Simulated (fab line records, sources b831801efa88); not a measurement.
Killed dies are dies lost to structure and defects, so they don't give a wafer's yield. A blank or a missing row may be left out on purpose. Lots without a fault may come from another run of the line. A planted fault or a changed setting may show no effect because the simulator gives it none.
Chamber matching | flow sfq_line | SFQ_TRILAYER_I7_CMP_CMP_184 on cmp-02: 4 sister chambers
The step polishes SiO2. 16 wafers are shown with their chamber, then 8 later ones without.

WAFERS WITH THEIR CHAMBER
wafer  | chamber | motor_current_A (A) | time_to_endpoint_s (s) | slurry_flow_ml_min
L124.2 | 0       | 9.7                 | 213                    | 150.9
L124.1 | 2       | 9.6                 | 216                    | 150.6
L124.6 | 0       | 9.5                 | 216                    | 150.3
L125.3 | 1       | 9.7                 | 208                    | 150.7
L125.2 | 3       | 10.9                | 200                    | 150.1
L125.6 | 1       | 9.2                 | 207                    | 150.4
L130.4 | 1       | 9.3                 | 211                    | 150.2
L130.1 | 0       | 9.7                 | 207                    | 149.9
L130.5 | 2       | 9.1                 | 209                    | 150.2
L131.3 | 2       | 9.7                 | 228                    | 149.6
L131.5 | 3       | 11.3                | 215                    | 149.8
L131.6 | 0       | 10.0                | 221                    | 149.7
L132.3 | 1       | 8.9                 | 210                    | 150.5
L132.4 | 0       | 9.3                 | 206                    | 150.5
L132.2 | 3       | 10.6                | 197                    | 149.5
L133.1 | 2       | 9.7                 | 214                    | 149.6

SIGNATURES (means of the wafers above)
reading            | chamber 0 | chamber 1 | chamber 2 | chamber 3 | scatter within a chamber
motor_current_A    | 9.640     | 9.275     | 9.525     | 10.933    | 0.302
time_to_endpoint_s | 212.60    | 209.00    | 216.75    | 204.00    | 6.76
slurry_flow_ml_min | 150.260   | 150.450   | 150.000   | 149.800   | 0.402
Rule: a wafer's distance from a chamber is the root of the sum, over the readings, of the square of ((its reading less the chamber's mean) divided by the reading's scatter). The wafer belongs to the nearest chamber; if the next one is less than 2 further off, it can't be placed. The scatter: the root of (the sum of the squares of (reading less its chamber's mean) over the shown wafers, divided by (wafers less chambers)).

WAFERS WITHOUT THEIR CHAMBER
wafer  | motor_current_A (A) | time_to_endpoint_s (s) | slurry_flow_ml_min
L133.2 | 10.3                | 209                    | 150.2
L133.6 | 10.8                | 204                    | 149.7
L134.3 | 9.2                 | 217                    | 149.5
L134.4 | 9.6                 | 232                    | 150.6
L134.6 | 10.1                | 222                    | 150.2
L146.3 | 9.7                 | 209                    | 150.6
L146.4 | 11.9                | 197                    | 150.7
L146.6 | 10.8                | 207                    | 150.0

WHICH CHAMBER EACH WENT THROUGH
wafer  | from the rows above               | in truth
L133.2 | can't be placed: 0 or 3 or 2 or 1 | 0
L133.6 | 3                                 | 3
L134.3 | can't be placed: 2 or 0 or 1      | 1
L134.4 | can't be placed: 2 or 0 or 1      | 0
L134.6 | can't be placed: 0 or 2 or 1 or 3 | 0
L146.3 | can't be placed: 0 or 1 or 2      | 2
L146.4 | 3                                 | 3
L146.6 | 3                                 | 3
Placed correctly: 3 of 8. Can't be placed from these rows: 5 (the true chamber is among the candidates in 5). Placed wrongly: 0.
